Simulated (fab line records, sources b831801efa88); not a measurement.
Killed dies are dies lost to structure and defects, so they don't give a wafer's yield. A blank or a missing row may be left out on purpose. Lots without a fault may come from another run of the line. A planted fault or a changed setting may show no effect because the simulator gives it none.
Which tool did it? | flow sky130 | 15 lots, 45 wafers sampled, at 4 steps of a route of 708

WHAT THE GAUGES READ, wafer by wafer
SKY_VIA1_THK_MEAS_01. Usual: VIA1_HDPCVD_THK 1026 nm, standard deviation 10.
lot  | measured     | on            | VIA1_HDPCVD_THK (nm) | flag
L995 | day 32 17:34 | film_metro-04 | 1036 1022 1027       |
L996 | day 33 07:17 | film_metro-02 | 1047 1032 1035       |
L997 | day 33 19:01 | film_metro-01 | 1027 1032 1028       |
L998 | day 34 02:49 | film_metro-02 | 1022 1033 1018       |
L100 | day 34 09:17 | film_metro-01 | 1027 1027 1025       |
L111 | day 37 23:05 | film_metro-01 | 992 1010 1007        |
L112 | day 38 02:13 | film_metro-01 | 1040 1024 1029       |
L114 | day 38 11:16 | film_metro-04 | 1031 1027 1017       |
L115 | day 38 18:05 | film_metro-01 | 1033 1022 1009       |
L116 | day 39 01:22 | film_metro-01 | 1031 1019 1026       |
L117 | day 39 03:35 | film_metro-02 | 1039 1039 1029       |
L118 | day 39 14:19 | film_metro-01 | 1017 1017 1033       |

WHICH TOOL RAN EACH LOT (tool, then ch and the chambers of the sampled wafers, then the start)
lot  | SKY_CONTACT_STRIP_19                 | SKY_METAL1_SPUTTER_01        | SKY_METAL1_PEB_13
L995 | plasma_asher-01 ch 0,1, day 31 12:52 | pvd_sputter-03, day 31 14:11 | litho_track-01 ch 0, day 32 16:00
L996 | plasma_asher-01 ch 0,1, day 32 01:48 | pvd_sputter-04, day 32 03:21 | litho_track-01 ch 0, day 33 05:00
L997 | plasma_asher-01 ch 0,1, day 32 14:15 | pvd_sputter-01, day 32 15:35 | litho_track-01 ch 0, day 33 17:00
L998 | plasma_asher-03 ch 0,1, day 32 22:09 | pvd_sputter-04, day 32 23:27 | litho_track-02 ch 0, day 34 01:00
L100 | plasma_asher-04 ch 0,1, day 33 05:13 | pvd_sputter-01, day 33 06:27 | litho_track-02 ch 0, day 34 07:00
L101 | plasma_asher-04 ch 0,1, day 33 14:37 | pvd_sputter-04, day 33 15:53 | litho_track-01, day 34 17:00
L102 | plasma_asher-04 ch 0,1, day 33 19:19 | pvd_sputter-01, day 33 20:40 | litho_track-01, day 34 22:00
L103 | plasma_asher-04 ch 0,1, day 34 11:13 | pvd_sputter-04, day 34 12:34 | litho_track-01, day 35 13:00
L111 | plasma_asher-04 ch 0,1, day 36 18:49 | pvd_sputter-03, day 36 20:13 | litho_track-01 ch 0, day 37 21:00
L112 | plasma_asher-03 ch 0,1, day 36 21:36 | pvd_sputter-04, day 36 22:52 | litho_track-02 ch 0, day 38 00:00
L114 | plasma_asher-04 ch 0,1, day 37 06:50 | pvd_sputter-04, day 37 08:06 | litho_track-02 ch 0, day 38 09:00
L115 | plasma_asher-01 ch 0,1, day 37 14:31 | pvd_sputter-04, day 37 15:49 | litho_track-02 ch 0, day 38 16:00
L116 | plasma_asher-04 ch 0,1, day 37 22:35 | pvd_sputter-01, day 37 23:55 | litho_track-04 ch 0, day 38 23:00
L117 | plasma_asher-01 ch 0,1, day 37 23:44 | pvd_sputter-03, day 38 01:04 | litho_track-01 ch 0, day 39 02:00
L118 | plasma_asher-03 ch 0,1, day 38 11:29 | pvd_sputter-04, day 38 13:05 | litho_track-02 ch 0, day 39 12:00
- SKY_CONTACT_STRIP_19: strips in O2/N2.
- SKY_METAL1_SPUTTER_01: material TiN, target thk 20 nm, time 16.7 s.
- SKY_METAL1_PEB_13

WHAT THE TOOLS THEMSELVES READ (means of the sampled wafers that have a number; where no wafer has one, the mark that the record gives instead)
SKY_CONTACT_STRIP_19. Usual: drypump_motor_current_A 5.7 A, standard deviation 0.38; oes_product_au 0.381 a.u., standard deviation 0.005; strip_time_to_endpoint_s 3.616 s, standard deviation 0.023.
lot  | tool            | drypump_motor_current_A (A) | oes_product_au (a.u.) | strip_time_to_endpoint_s (s) | flag
L995 | plasma_asher-01 | 5.7                         | 0.382                 | 3.633                        |
L996 | plasma_asher-01 | 5.9                         | 0.383                 | 3.633                        |
L997 | plasma_asher-01 | 5.7                         | 0.381                 | 3.594                        |
L998 | plasma_asher-03 | 6.2                         | 0.381                 | 3.616                        |
L100 | plasma_asher-04 | 5.6                         | 0.376                 | 3.582                        |
L101 | plasma_asher-04 | 5.6                         | 0.387                 | 3.619                        |
L102 | plasma_asher-04 | 5.5                         | 0.379                 | 3.592                        |
L103 | plasma_asher-04 | 5.6                         | 0.378                 | 3.590                        |
L111 | plasma_asher-04 | 5.6                         | 0.385                 | 3.614                        |
L112 | plasma_asher-03 | 5.8                         | 0.386                 | 3.611                        |
L114 | plasma_asher-04 | 5.6                         | 0.381                 | 3.605                        |
L115 | plasma_asher-01 | 5.8                         | 0.380                 | 3.603                        |
L116 | plasma_asher-04 | 5.5                         | 0.381                 | 3.611                        |
L117 | plasma_asher-01 | 5.7                         | 0.377                 | 3.621                        |
L118 | plasma_asher-03 | 5.8                         | 0.386                 | 3.618                        |

SKY_METAL1_SPUTTER_01. Usual: throttle_valve_pct 29.9 %, standard deviation 1.2.
lot  | tool           | throttle_valve_pct (%) | flag
L995 | pvd_sputter-03 | 30.3                   |
L996 | pvd_sputter-04 | 29.5                   |
L997 | pvd_sputter-01 | 30.6                   |
L998 | pvd_sputter-04 | 28.6                   |
L100 | pvd_sputter-01 | 30.7                   |
L101 | pvd_sputter-04 | 29.6                   |
L102 | pvd_sputter-01 | 29.5                   |
L103 | pvd_sputter-04 | 28.6                   |
L111 | pvd_sputter-03 | 30.8                   |
L112 | pvd_sputter-04 | 29.5                   |
L114 | pvd_sputter-04 | 29.6                   |
L115 | pvd_sputter-04 | 29.8                   |
L116 | pvd_sputter-01 | 29.8                   |
L117 | pvd_sputter-03 | 30.8                   |
L118 | pvd_sputter-04 | 28.8                   |

SKY_METAL1_PEB_13. Usual: exhaust_pa 44.8 Pa, standard deviation 0.92.
lot  | tool           | exhaust_pa (Pa) | flag
L995 | litho_track-01 | 44.3            |
L996 | litho_track-01 | 44.5            |
L997 | litho_track-01 | 44.4            |
L998 | litho_track-02 | 44.8            |
L100 | litho_track-02 | 44.6            |
L101 | litho_track-01 | -               | OFF
L102 | litho_track-01 | -               | OFF
L103 | litho_track-01 | -               | OFF
L111 | litho_track-01 | 45.5            |
L112 | litho_track-02 | 45.1            |
L114 | litho_track-02 | 44.9            |
L115 | litho_track-02 | 43.4            |
L116 | litho_track-04 | 46.6            |
L117 | litho_track-01 | 42.9            |
L118 | litho_track-02 | 44.1            |

THE ANSWER, worked out from the rows above alone
Rule: a lot is off if the mean of its wafers that have a number lies more than 3 standard deviations from the usual mean. A lot without any number at a reading at which 4 lots or more have one is off too. The other lots that the step has rows for count as sound. The gauges are gone through in route order, then the tools' own readings, and for those a lot's mean is taken as printed above. The first step at which some lot is off is used, and at that step the reading that is off furthest; a lot without a number counts as furthest.
Off: L101, L102, L103, at SKY_METAL1_PEB_13 (exhaust_pa). Without a number there: L101, L102, L103.
A tool fits if, at that step or a process step before it, it ran every lot that is off, and no sound lot after the first of them. None of those tried fits.

WHAT THE SIMULATOR HAD PUT IN
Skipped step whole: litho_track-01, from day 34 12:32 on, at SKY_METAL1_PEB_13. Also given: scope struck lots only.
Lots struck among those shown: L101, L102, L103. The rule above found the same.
